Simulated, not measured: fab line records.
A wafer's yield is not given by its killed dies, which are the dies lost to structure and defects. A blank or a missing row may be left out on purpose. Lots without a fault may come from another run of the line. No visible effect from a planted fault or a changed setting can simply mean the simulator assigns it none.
Which tool was responsible? | flow gf180mcu | 13 lots, 39 wafers sampled, at 1 step of a route of 602

## WHAT THE GAUGES READ, wafer by wafer
GF_M2_THK_MEAS_06: measures by xrf. Usual: for M2_ALCU_THK the level is 455 nm and the standard deviation is 6.
lot  | measured     | on           | M2_ALCU_THK (nm) | flag
L459 | day 18 19:48 | filmMetro-02 | 455 452 451      | 
L461 | day 19 04:03 | filmMetro-02 | 451 461 445      | 
L462 | day 19 11:01 | filmMetro-02 | 455 453 459      | 
L467 | day 21 06:54 | filmMetro-03 | 455 459 461      | 
L469 | day 22 13:16 | filmMetro-03 | 443 440 447      | 
L472 | day 23 05:35 | filmMetro-03 | 471 467 462      | 
L473 | day 23 11:44 | filmMetro-02 | 447 455 455      | 
L476 | day 24 22:55 | filmMetro-03 | 460 453 450      | 
L477 | day 24 23:55 | filmMetro-03 | 463 454 456      | 
L478 | day 25 06:48 | filmMetro-02 | 455 463 461      | 
L480 | day 25 20:07 | filmMetro-02 | 449 449 455      | 
L481 | day 25 23:13 | filmMetro-04 | 460 466 458      | 
L482 | day 26 07:50 | filmMetro-04 | 461 458 454      | 

## WHAT TOOL EACH LOT RAN ON (gives the tool, then ch and the chambers of the sampled wafers, and finally the start)
The record holds no process step before these readings.

## AS READ BY THE TOOLS THEMSELVES (means over the sampled wafers that have a number; for cases with no such wafer, the mark the record gives instead)
The record holds no such reading with a usual standard deviation.

## THE ANSWER, worked out from the rows above alone
Rule: lot off if the mean of its wafers having a number is beyond 3 standard deviations from the usual mean. Also off: a lot with no number at a reading for which 4 or more lots have one. Where the step has rows for the other lots, those lots are counted as sound. Order of review: gauges by route order, followed by the tools' own readings, for which a lot's mean as printed above is used. At the first step where some lot is off, the reading lying furthest off is the one used; lots without a number count as furthest.
No lot is off at any reading shown: from this, nothing can be told.

## WHAT THE SIMULATOR HAD PUT IN
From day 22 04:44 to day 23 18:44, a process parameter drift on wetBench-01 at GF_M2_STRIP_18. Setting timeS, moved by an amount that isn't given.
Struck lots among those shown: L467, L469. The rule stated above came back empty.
